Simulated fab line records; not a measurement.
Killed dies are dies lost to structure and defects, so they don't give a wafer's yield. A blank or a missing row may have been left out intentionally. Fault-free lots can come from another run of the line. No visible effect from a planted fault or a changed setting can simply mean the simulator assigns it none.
Matching of chambers :: flow sky130 :: rie diel-04 running SKY_PAD_OPEN_ETCH_07: 4 sister chambers
The step etches the open film in CF4/O2, stops on AlCu, target depth 725 nm, time 161.1 s. 8 wafers are shown with their chamber, then 6 later ones without.

== WAFERS PAIRED WITH THEIR CHAMBERS ==
wafer: L763.6
chamber: 3
throttle valve pct (%): 5.958
chamber pressure mTorr (mTorr): 149.81

wafer: L765.4
chamber: 3
throttle valve pct (%): 5.959
chamber pressure mTorr (mTorr): 150.31

wafer: L766.2
chamber: 0
throttle valve pct (%): 5.958
chamber pressure mTorr (mTorr): 150.21

wafer: L770.2
chamber: 0
throttle valve pct (%): 5.944
chamber pressure mTorr (mTorr): 150.20

wafer: L770.4
chamber: 2
throttle valve pct (%): 5.960
chamber pressure mTorr (mTorr): 149.98

wafer: L770.5
chamber: 1
throttle valve pct (%): 5.977
chamber pressure mTorr (mTorr): 149.82

wafer: L768.2
chamber: 2
throttle valve pct (%): 5.969
chamber pressure mTorr (mTorr): 150.37

wafer: L768.4
chamber: 1
throttle valve pct (%): 5.984
chamber pressure mTorr (mTorr): 150.05

== WAFERS WHOSE CHAMBER IS MISSING ==
wafer: L768.6
throttle valve pct (%): 5.960
chamber pressure mTorr (mTorr): 150.14

wafer: L776.3
throttle valve pct (%): 5.986
chamber pressure mTorr (mTorr): 149.97

wafer: L776.5
throttle valve pct (%): 5.951
chamber pressure mTorr (mTorr): 149.93

wafer: L776.6
throttle valve pct (%): 5.965
chamber pressure mTorr (mTorr): 149.96

wafer: L777.2
throttle valve pct (%): 5.989
chamber pressure mTorr (mTorr): 150.15

wafer: L777.4
throttle valve pct (%): 5.973
chamber pressure mTorr (mTorr): 150.01

== CHAMBER TAKEN BY EACH ==
wafer: L768.6
from the rows above: can't be placed: 3 or 2 or 0
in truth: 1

wafer: L776.3
from the rows above: 1
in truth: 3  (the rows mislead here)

wafer: L776.5
from the rows above: can't be placed: 0 or 3 or 2
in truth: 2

wafer: L776.6
from the rows above: can't be placed: 2 or 3 or 0 or 1
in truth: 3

wafer: L777.2
from the rows above: 1
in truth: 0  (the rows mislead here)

wafer: L777.4
from the rows above: can't be placed: 1 or 2 or 3
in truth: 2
Placed correctly: 0 of 6. These rows do not allow placing 4 (true chamber among the candidates in 3). Number placed wrongly: 2.
How it was worked out, from the rows above alone: a wafer's distance from a chamber is the root of the sum, over the readings, of the square of ((its reading less the chamber's mean) divided by the reading's scatter). If the next closest chamber is less than 2 further off than the closest, the wafer can't be placed; otherwise it belongs to the closest. Each chamber's mean is taken over the wafers shown for it. The scatter: take each reading less its chamber's mean, square it, sum over the shown wafers, divide by the number of wafers less the number of chambers, and take the root.
